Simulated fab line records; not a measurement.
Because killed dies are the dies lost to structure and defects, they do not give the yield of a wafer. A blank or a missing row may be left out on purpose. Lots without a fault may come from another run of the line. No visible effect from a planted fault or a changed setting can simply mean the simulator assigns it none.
2 desks looking at one fault    flow sky130    what lay behind the numbers comes last; until then each desk has only its own

## AT THE TOOL OWNER'S DESK: plasma_asher-02
The tool's own readings at SKY_VT_ADJUST_LVTN_STRIP_20 (strips in O2/N2): means of the sampled wafers that have a number, for each lot that ran on this tool. Any lot whose mean is over 4 standard deviations away from the usual mean is out of limits and marked OUT; that distance is given in the brackets.
Columns: A = chamber_pressure_mTorr at SKY_VT_ADJUST_LVTN_STRIP_20, usual 1500.0 mTorr; B = drypump_motor_current_A at SKY_VT_ADJUST_LVTN_STRIP_20, usual 5.9 A; C = oes_product_au at SKY_VT_ADJUST_LVTN_STRIP_20, usual 0.716 a.u.; D = strip_time_to_endpoint_s at SKY_VT_ADJUST_LVTN_STRIP_20, usual 14.19 s
lot   first seen here  A       B    C                D
L610  day 7 20:59      1500.8  6.3  0.715            14.16
L613  day 8 21:50      1499.5  6.4  0.718            14.17
L616  day 9 14:59      1500.1  6.4  0.932 (+55) OUT  -
L624  day 11 16:55     1500.9  6.4  0.721            14.12
L625  day 12 00:38     1498.8  6.3  0.714            14.13
L628  day 12 19:11     1500.6  6.5  0.719            14.17
L631  day 13 18:59     1499.5  6.4  0.714            14.22
This desk finds L616 out of limits, L616 being first, at day 9 14:59 (oes_product_au at SKY_VT_ADJUST_LVTN_STRIP_20). Within limits: L610, L613, L624, L625, L628, L631.

## FROM THE METROLOGY DESK
What the gauges read, lot by lot, whatever tool the lot ran on: means of the sampled wafers that have a number. Any lot whose mean is over 4 standard deviations away from the usual mean is out of limits and marked OUT; that distance is given in the brackets.
Columns: A = PWDE_TW at SKY_PWDE_TW_MEAS_10, usual 375.4; B = VT_ADJUST_HVTP_OVL at SKY_VT_ADJUST_HVTP_OVL_MEAS_08, usual 0.2 nm; C = VT_ADJUST_NCORE_TW at SKY_VT_ADJUST_NCORE_TW_MEAS_11, usual 220.7
lot   first seen here  A      B     C
L610  day 3 21:57      375.0  1.3   219.7
L611  day 4 05:20      378.3  0.7   220.9
L612  day 4 13:08      378.1  1.1   218.1
L613  day 4 18:11      374.6  -0.1  220.6
L616  day 5 08:11      380.6  -1.0  30.4 (-99 or more) OUT
L624  day 7 03:24      373.8  -0.7  219.7
L625  day 7 08:38      374.8  -0.2  222.1
L627  day 7 23:05      378.9  -0.8  222.7
L628  day 8 00:20      375.3  0.6   221.8
L629  day 8 08:37      376.5  0.6   222.4
L631  day 8 20:50      375.9  1.0   222.1
L632  day 9 01:08      376.5  0.5   220.1
L633  day 9 07:14      375.7  -0.1  221.7
This desk's result: L616 out of limits, first on L616 (VT_ADJUST_NCORE_TW at SKY_VT_ADJUST_NCORE_TW_MEAS_11), day 10 14:06. Within limits: L610, L611, L612, L613, L624, L625, L627, L628, L629, L631, L632, L633.

## BROUGHT TOGETHER
On L616, at day 9 14:59, an alarm was possible from the tool owner's desk.
On L616, the metrology desk was in a position to raise an alarm at day 10 14:06.
On plasma_asher-02, each named lot ran SKY_VT_ADJUST_LVTN_STRIP_20.

## WHAT HAD BEEN PUT IN BY THE SIMULATOR
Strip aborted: plasma_asher-02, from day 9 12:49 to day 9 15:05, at SKY_VT_ADJUST_LVTN_STRIP_20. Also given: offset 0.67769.
Struck lots among those shown: L616.
Delay (hours) between the fault's onset and each desk's first out-of-limits reading: 2 at the tool owner's desk, 25 at the metrology desk.
